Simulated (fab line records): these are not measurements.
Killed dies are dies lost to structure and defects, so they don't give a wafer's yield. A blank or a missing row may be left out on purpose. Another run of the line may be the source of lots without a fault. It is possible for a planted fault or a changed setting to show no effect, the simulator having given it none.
Comparing a struck lot with a sound one || flow sky130 || 23 out of 708 route steps
Sound: the wafers L821.2, L821.3, L821.5. Struck: wafers L831.5, L831.6. (L831.1 of the same lot was not struck and is left out.) The cause comes at the end.
For every step that has rows: the tool of each side, followed by ch and its chambers, followed by its first start. Under that, the readings that differ: sound wafers || struck wafers || difference of the means || sigmas: that difference in standard deviations of wafers without a fault.
alike: readings whose means differ by less than 2 such deviations, and words and numbers that are the same on both sides. not compared: withheld readings, readings that some wafer has no value for, bounds like >300 that may hide the same value, and numbers for which the record gives no deviation and whose values overlap.
The two part at a step that has a row with sigmas, a row that says differs or no value, or rows on one side only. Numbers that have no deviation but don't overlap get no sigmas and don't part them. A reading missing from all wafers of one side parts the sides only when that side holds two or more wafers.

first, 1 step without rows for these wafers: SKY_CAPM_DEVELOP_11 (develop time 60 s).
SKY_CAPM_OVL_MEAS_12:
  sound on overlay-02, day 37 21:53; struck on overlay-02, day 41 12:30
  alike: CAPM_OVL
SKY_CAPM_METAL_ETCH_13: etches TiN in Cl2/BCl3, stops on SiO2, target depth 220 nm, time 62.9 s.
  sound on rie-metal-01 ch 0,1, day 37 21:55; struck on rie-metal-03 ch 0,1, day 41 12:32
{"reading": "oes-product-au (a.u.)", "sound": "0.954 0.961 0.951", "struck": "0.939 0.936", "difference": -0.018, "sigmas": -3}
  alike: drypump-motor-current-A, throttle-valve-pct
  not compared: rf-hours-counter-h
SKY_CAPM_STRIP_14: strips in O2/N2.
  sound on plasma-asher-04 ch 0,1, day 37 22:01; struck on plasma-asher-01 ch 0,1, day 41 12:37
  alike: drypump-motor-current-A, oes-product-au, strip-time-to-endpoint-s
  not compared: rf-hours-counter-h
then, 8 steps without rows for these wafers: SKY_CAPM_STRIP_15 (strips in post etch residue remover, time 1200 s); SKY_CAPM_CLEAN_16 (cleans in IPA, time 180 s); SKY_CAPM_CLEAN_17 (cleans in O3/DIW); SKY_METAL3_DEHYDRATE_05 (time 60 s); SKY_METAL3_HMDS_06 (prime time 60 s); SKY_METAL3_COAT_07 (resist thk 60 nm); SKY_METAL3_COAT_08 (resist thk 1140 nm); SKY_METAL3_SOFTBAKE_09 (time 90 s).
SKY_METAL3_EXPOSE_10: exposes mask MM3, target cd 300 nm.
  sound on krf-scanner-01 ch 0, day 38 11:38; struck on krf-scanner-02 ch 0, day 42 01:22
  alike: mask, exposure-dose-mJ-cm2
then, 2 steps without rows for these wafers: SKY_METAL3_PEB_11; SKY_METAL3_DEVELOP_12 (develop time 60 s).
SKY_METAL3_CD_MEAS_13: target cd 300 nm.
  sound on cd-sem-01, day 39 00:14; struck on cd-sem-01, day 42 12:08
{"reading": "cd-nm (nm)", "sound": "300.5 302.3 300.5", "struck": "275.2 275.6", "difference": -25.7, "sigmas": -18}
SKY_METAL3_OVL_MEAS_14:
  sound on overlay-01, day 39 00:20; struck on overlay-01, day 42 12:15
  alike: METAL3_OVL
SKY_METAL3_DESCUM_15: chemistry O2, time 8 s.
  sound on rie-metal-04 ch 0,1, day 39 00:22; struck on rie-metal-02 ch 0,1, day 42 12:17
{"reading": "model.METAL3.cd-nm (nm)", "sound": "300.5 302 300.5", "struck": "274.7 275.4", "difference": -26.0, "sigmas": ""}
  alike: drypump-motor-current-A, oes-product-au
  not compared: rf-hours-counter-h
SKY_METAL3_ETCH_16: etches BARC in N2/H2, stops on SiO2, time 88.2 s, target depth 60 nm.
  sound on rie-metal-04 ch 0,1, day 39 00:24; struck on rie-metal-02 ch 0,1, day 42 12:19
  alike: drypump-motor-current-A, h2-flow-sccm, oes-product-au, throttle-valve-pct
  not compared: rf-hours-counter-h
SKY_METAL3_ETCH_17: etches SiO2 in C4F8/O2/Ar, stops on TiN, time 3.9 s, target depth 15 nm.
  sound on rie-diel-03 ch 0,1,2, day 39 00:30; struck on rie-diel-01 ch 1,2, day 42 12:25
  alike: oes-product-au
SKY_METAL3_METAL_ETCH_18: etches the open film in Cl2/BCl3, stops on SiO2, target depth 845 nm, time 183.1 s.
  sound on rie-metal-03 ch 0,1, day 39 00:31; struck on rie-metal-04 ch 0,1, day 42 12:26
{"reading": "model.METAL3.cd-nm (nm)", "sound": "297.1 300.8 299.7", "struck": "270.6 278.6", "difference": -24.6, "sigmas": ""}
  alike: drypump-motor-current-A, oes-product-au, throttle-valve-pct
  not compared: rf-hours-counter-h
SKY_METAL3_STRIP_19: strips in O2/N2.
  sound on plasma-asher-03 ch 0,1, day 39 00:41; struck on plasma-asher-01 ch 0,1, day 42 12:37
  alike: drypump-motor-current-A, oes-product-au, strip-time-to-endpoint-s
  not compared: rf-hours-counter-h
-- the record jumps here: 7 days lie between the struck wafers' starts before and after (it left off in module METAL3 and takes up again in module PAD_OPEN, whose first step shown is number 708 of the route) --
SKY_PAD_OPEN_PROBE_99:
  sound on prober-01, day 46 05:03; struck on prober-02, day 49 02:24
{"reading": "model.etest.met3.width-nm (nm)", "sound": "295.8 300.4 298.6", "struck": "273.2 281.4", "difference": -21.0, "sigmas": ""}
{"reading": "model.etest.met3.line-ohm-um", "sound": "0.1455 0.1429 0.1457", "struck": "0.1554 0.152", "difference": "+0.0090", "sigmas": ""}

WHERE THEY PART
Earliest at SKY_CAPM_METAL_ETCH_13; latest, in this record, at SKY_METAL3_CD_MEAS_13. Later steps at which nothing parts them and some readings are alike: SKY_METAL3_OVL_MEAS_14, SKY_METAL3_DESCUM_15, SKY_METAL3_ETCH_16, SKY_METAL3_ETCH_17, SKY_METAL3_METAL_ETCH_18, SKY_METAL3_STRIP_19.

WHY: what the simulator had put in
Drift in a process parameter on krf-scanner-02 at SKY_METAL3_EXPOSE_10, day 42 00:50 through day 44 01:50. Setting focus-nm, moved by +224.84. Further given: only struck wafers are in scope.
